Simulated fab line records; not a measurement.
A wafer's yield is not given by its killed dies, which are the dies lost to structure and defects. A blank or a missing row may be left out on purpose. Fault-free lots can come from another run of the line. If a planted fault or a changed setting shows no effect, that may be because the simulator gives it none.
Which tool is to blame? :: flow gf180mcu :: Sampling: 13 lots, 39 wafers, 2 of 602 route steps

== WHAT THE GAUGES READ, wafer by wafer ==
GF_V1_CD_MEAS_14: target cd 260 nm.
lot: L321
measured: day 18 03:47
on: cdSem-01
cdNm (nm): 260.4 260.0 258.1

lot: L322
measured: day 18 08:26
on: cdSem-01
cdNm (nm): 260.0 260.1 259.4

lot: L323
measured: day 19 02:55
on: cdSem-01
cdNm (nm): 259.5 258.9 258.6

lot: L325
measured: day 20 00:32
on: cdSem-01
cdNm (nm): 258.8 258.0 259.1

lot: L324
measured: day 20 01:53
on: cdSem-02
cdNm (nm): 260.6 259.6 260.5

lot: L327
measured: day 20 18:57
on: cdSem-01
cdNm (nm): 260.3 259.8 259.8

lot: L328
measured: day 21 18:48
on: cdSem-01
cdNm (nm): 259.8 259.9 259.8

lot: L329
measured: day 22 03:55
on: cdSem-02
cdNm (nm): 260.9 261.1 261.3

lot: L330
measured: day 22 14:19
on: cdSem-02
cdNm (nm): 260.2 260.3 259.4

lot: L331
measured: day 22 15:33
on: cdSem-02
cdNm (nm): 259.6 259.7 260.4

lot: L332
measured: day 23 03:11
on: cdSem-02
cdNm (nm): 258.1 258.3 257.8

lot: L337
measured: day 24 10:04
on: cdSem-02
cdNm (nm): 259.1 261.1 258.8

lot: L343
measured: day 25 21:27
on: cdSem-02
cdNm (nm): 259.3 260.1 258.7

== WHAT TOOL EACH LOT RAN ON (gives the tool, then ch and the chambers of the sampled wafers, and finally the start) ==
lot: L321
GF_CONTACT_SPUTTER_22: pvdSputter-04, day 16 02:59

lot: L322
GF_CONTACT_SPUTTER_22: pvdSputter-03, day 16 08:04

lot: L323
GF_CONTACT_SPUTTER_22: pvdSputter-04, day 17 00:52

lot: L325
GF_CONTACT_SPUTTER_22: pvdSputter-04, day 17 21:14

lot: L324
GF_CONTACT_SPUTTER_22: pvdSputter-04, day 17 22:23

lot: L327
GF_CONTACT_SPUTTER_22: pvdSputter-04, day 18 15:26

lot: L328
GF_CONTACT_SPUTTER_22: pvdSputter-04, day 19 15:02

lot: L329
GF_CONTACT_SPUTTER_22: pvdSputter-03, day 20 01:22

lot: L330
GF_CONTACT_SPUTTER_22: pvdSputter-03, day 20 11:58

lot: L331
GF_CONTACT_SPUTTER_22: pvdSputter-04, day 20 12:16

lot: L332
GF_CONTACT_SPUTTER_22: pvdSputter-02, day 21 00:52

lot: L337
GF_CONTACT_SPUTTER_22: pvdSputter-04, day 22 11:31

lot: L343
GF_CONTACT_SPUTTER_22: pvdSputter-03, day 24 00:55
- GF_CONTACT_SPUTTER_22: material Ti, target thk 15 nm, time 80.02 s.

== AS READ BY THE TOOLS THEMSELVES (means over the sampled wafers that have a number; for cases with no such wafer, the mark the record gives instead) ==
GF_CONTACT_SPUTTER_22.
lot: L321
tool: pvdSputter-04
chamberPressurePa (Pa): 5.004
throttleValvePct (%): 30.7

lot: L322
tool: pvdSputter-03
chamberPressurePa (Pa): 4.998
throttleValvePct (%): 30.4

lot: L323
tool: pvdSputter-04
chamberPressurePa (Pa): 5.009
throttleValvePct (%): 30.5

lot: L325
tool: pvdSputter-04
chamberPressurePa (Pa): 5.009
throttleValvePct (%): 30.9

lot: L324
tool: pvdSputter-04
chamberPressurePa (Pa): 5.011
throttleValvePct (%): 30.8

lot: L327
tool: pvdSputter-04
chamberPressurePa (Pa): 5.002
throttleValvePct (%): 30.9

lot: L328
tool: pvdSputter-04
chamberPressurePa (Pa): 5.009
throttleValvePct (%): 30.8

lot: L329
tool: pvdSputter-03
chamberPressurePa (Pa): 4.995
throttleValvePct (%): 30.2

lot: L330
tool: pvdSputter-03
chamberPressurePa (Pa): 4.994
throttleValvePct (%): 31.1

lot: L331
tool: pvdSputter-04
chamberPressurePa (Pa): 5.004
throttleValvePct (%): 30.9

lot: L332
tool: pvdSputter-02
chamberPressurePa (Pa): 4.990
throttleValvePct (%): 30.5

lot: L337
tool: pvdSputter-04
chamberPressurePa (Pa): 5.324
throttleValvePct (%): 29.4

lot: L343
tool: pvdSputter-03
chamberPressurePa (Pa): 5.001
throttleValvePct (%): 29.6

== THE ANSWER, worked out from the rows above alone ==
Rule: usual is defined by the lots themselves. The widest of any qualifying gaps counts: lots, ordered by their means at a reading, are off when they make up no more than a third of the lots, leave a main group of 4 or more, and stand apart from it by 3 or more times the standard deviation of that group's means. A main group whose means are all the same, to the digits that the tables above print for the reading, isn't used. A lot without any number at a reading at which 4 lots or more have one is off too. The other lots that the step has rows for count as sound. The gauges are gone through in route order, then the tools' own readings, and for those a lot's mean is taken as printed above. At the first step where some lot is off, the reading lying furthest off is the one used; lots without a number count as furthest.
Off at GF_CONTACT_SPUTTER_22 (chamberPressurePa): L337. The main group: mean 5.002 Pa, standard deviation 0.0065.
If a tool, at that step or one of the process steps before it, ran each lot that is off and ran no sound lot following the first of them, it fits. One candidate fits, namely pvdSputter-04 at GF_CONTACT_SPUTTER_22. A fault onset in the window from L331 (day 20 12:16, its last sound lot) to L337 (day 22 11:31, its first lot off) fits.
The tool's own readings at GF_CONTACT_SPUTTER_22 bear it out: on the lots that are off they differ by more than 5 times the standard deviation of the sound lots' means. chamberPressurePa reads 5.324 Pa there against 5.002 Pa on the sound lots.

== WHAT THE SIMULATOR HAD PUT IN ==
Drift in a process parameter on pvdSputter-04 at GF_CONTACT_SPUTTER_22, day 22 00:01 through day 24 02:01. Setting chamberPressurePa, moved by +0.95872, from 5. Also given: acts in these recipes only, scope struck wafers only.
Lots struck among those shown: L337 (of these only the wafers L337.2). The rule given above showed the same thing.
